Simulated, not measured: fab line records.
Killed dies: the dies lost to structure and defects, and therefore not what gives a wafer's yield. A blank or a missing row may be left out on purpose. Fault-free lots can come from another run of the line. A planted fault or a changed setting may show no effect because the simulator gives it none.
Which tool was responsible? | flow gf180mcu | 13 lots with 39 wafers sampled at 3 steps, on a route of 602 steps

== WHAT THE GAUGES SHOWED, per wafer ==
GF_V5_OVL_MEAS_15.
lot  | measured     | on         | V5_OVL (nm)
L824 | day 27 04:41 | overlay-01 | -2 -6 0
L825 | day 27 19:51 | overlay-01 | -5 -5 -4
L826 | day 27 22:56 | overlay-01 | -8 -10 -5
L828 | day 28 12:29 | overlay-02 | -3 -3 -4
L829 | day 28 21:17 | overlay-01 | 0 -10 -2
L834 | day 30 10:35 | overlay-01 | -6 -3 -5
L835 | day 30 15:44 | overlay-01 | -6 -4 -4
L839 | day 31 12:08 | overlay-02 | -1 -4 -13
L840 | day 31 16:41 | overlay-01 | -8 -4 5
L842 | day 32 09:26 | overlay-01 | -8 -6 -11
L843 | day 32 10:24 | overlay-02 | 2 -5 -2
L844 | day 32 18:44 | overlay-01 | -1 -9 -5
L845 | day 32 23:44 | overlay-02 | -3 -4 -8

== TOOL THAT RAN EACH LOT (tool first, then ch and the chambers of the sampled wafers, then the start) ==
lot  | GF_M1_STRIP_17                      | GF_MIM_SPUTTER_03
L824 | plasmaAsher-02 ch 1, day 17 04:50   | pvdSputter-04, day 24 10:50
L825 | plasmaAsher-04 ch 0,1, day 17 22:07 | pvdSputter-02, day 25 03:34
L826 | plasmaAsher-04 ch 0,1, day 17 22:50 | pvdSputter-02, day 25 05:22
L828 | plasmaAsher-02 ch 0,1, day 18 17:29 | pvdSputter-01, day 25 21:10
L829 | plasmaAsher-04 ch 0, day 19 04:29   | pvdSputter-01, day 26 06:29
L834 | plasmaAsher-01 ch 0,1, day 21 02:26 | pvdSputter-02, day 27 23:08
L835 | plasmaAsher-01 ch 0,1, day 21 09:47 | pvdSputter-01, day 28 05:22
L839 | plasmaAsher-01 ch 0,1, day 22 11:08 | pvdSputter-02, day 29 02:45
L840 | plasmaAsher-01 ch 0,1, day 22 16:11 | pvdSputter-02, day 29 07:05
L842 | plasmaAsher-02 ch 0,1, day 23 12:24 | pvdSputter-01, day 30 01:50
L843 | plasmaAsher-04 ch 0,1, day 23 17:02 | pvdSputter-01, day 30 02:29
L844 | plasmaAsher-02 ch 0,1, day 24 01:32 | pvdSputter-02, day 30 11:31
L845 | plasmaAsher-02 ch 0,1, day 24 08:47 | pvdSputter-04, day 30 18:49
- GF_M1_STRIP_17: strips in O2/N2.
- GF_MIM_SPUTTER_03: material Ti, target thk 10 nm, time 6.7 s.

== AS READ BY THE TOOLS THEMSELVES (means over the sampled wafers that have a number; for cases with no such wafer, the mark the record gives instead) ==
GF_M1_STRIP_17.
lot  | tool           | chamberPressureMTorr (mTorr) | drypumpMotorCurrentA (A) | heaterPowerW (W) | oesProductAu (a.u.) | stripTimeToEndpointS (s)
L824 | plasmaAsher-02 | 1500.4                       | 5.8                      | 339              | 0.556               | 7.86
L825 | plasmaAsher-04 | 1499.5                       | 5.3                      | 368              | 0.557               | 7.85
L826 | plasmaAsher-04 | 1501.4                       | 5.1                      | 344              | 0.557               | 7.91
L828 | plasmaAsher-02 | 1500.4                       | 5.7                      | 300              | 0.551               | 7.79
L829 | plasmaAsher-04 | 1499.1                       | 5.5                      | 391              | 0.563               | 7.95
L834 | plasmaAsher-01 | 1500.0                       | 6.0                      | 304              | 0.558               | 7.89
L835 | plasmaAsher-01 | 1500.1                       | 5.9                      | 321              | 0.559               | 7.87
L839 | plasmaAsher-01 | 1501.3                       | 6.0                      | 316              | 0.558               | 7.85
L840 | plasmaAsher-01 | 1500.6                       | 6.0                      | 308              | 0.555               | 7.73
L842 | plasmaAsher-02 | 1499.5                       | 5.7                      | 298              | 0.556               | 7.81
L843 | plasmaAsher-04 | 1500.2                       | 5.1                      | 352              | 0.552               | 7.78
L844 | plasmaAsher-02 | 1500.3                       | 5.8                      | 320              | 0.557               | 7.84
L845 | plasmaAsher-02 | 1500.7                       | 5.7                      | 304              | 0.553               | 7.82

GF_MIM_SPUTTER_03.
lot  | tool          | throttleValvePct (%)
L824 | pvdSputter-04 | 30.4
L825 | pvdSputter-02 | 29.6
L826 | pvdSputter-02 | 29.2
L828 | pvdSputter-01 | 31.0
L829 | pvdSputter-01 | 29.8
L834 | pvdSputter-02 | 29.6
L835 | pvdSputter-01 | 29.8
L839 | pvdSputter-02 | 29.7
L840 | pvdSputter-02 | 28.8
L842 | pvdSputter-01 | 29.4
L843 | pvdSputter-01 | 30.4
L844 | pvdSputter-02 | 28.6
L845 | pvdSputter-04 | 30.1

== THE ANSWER, worked out from the rows above alone ==
Rule: the usual values come from the lots themselves. Put in order of their means at a reading, lots are off if they are a third of the lots or fewer, leave a main group of 4 or more, and stand apart from it by a gap of 3 or more times the standard deviation of the main group's means; of several such gaps the widest counts. A main group is skipped when, at the precision printed for the reading in the tables above, its means are all equal. Also off: a lot with no number at a reading for which 4 or more lots have one. Any other lot the step has rows for is counted as sound. Order of review: gauges by route order, followed by the tools' own readings, for which a lot's mean as printed above is used. At the first step where some lot is off, the reading lying furthest off is the one used; lots without a number count as furthest.
None of the lots is off at any reading shown; this tells nothing.

== WHAT THE SIMULATOR HAD PUT IN ==
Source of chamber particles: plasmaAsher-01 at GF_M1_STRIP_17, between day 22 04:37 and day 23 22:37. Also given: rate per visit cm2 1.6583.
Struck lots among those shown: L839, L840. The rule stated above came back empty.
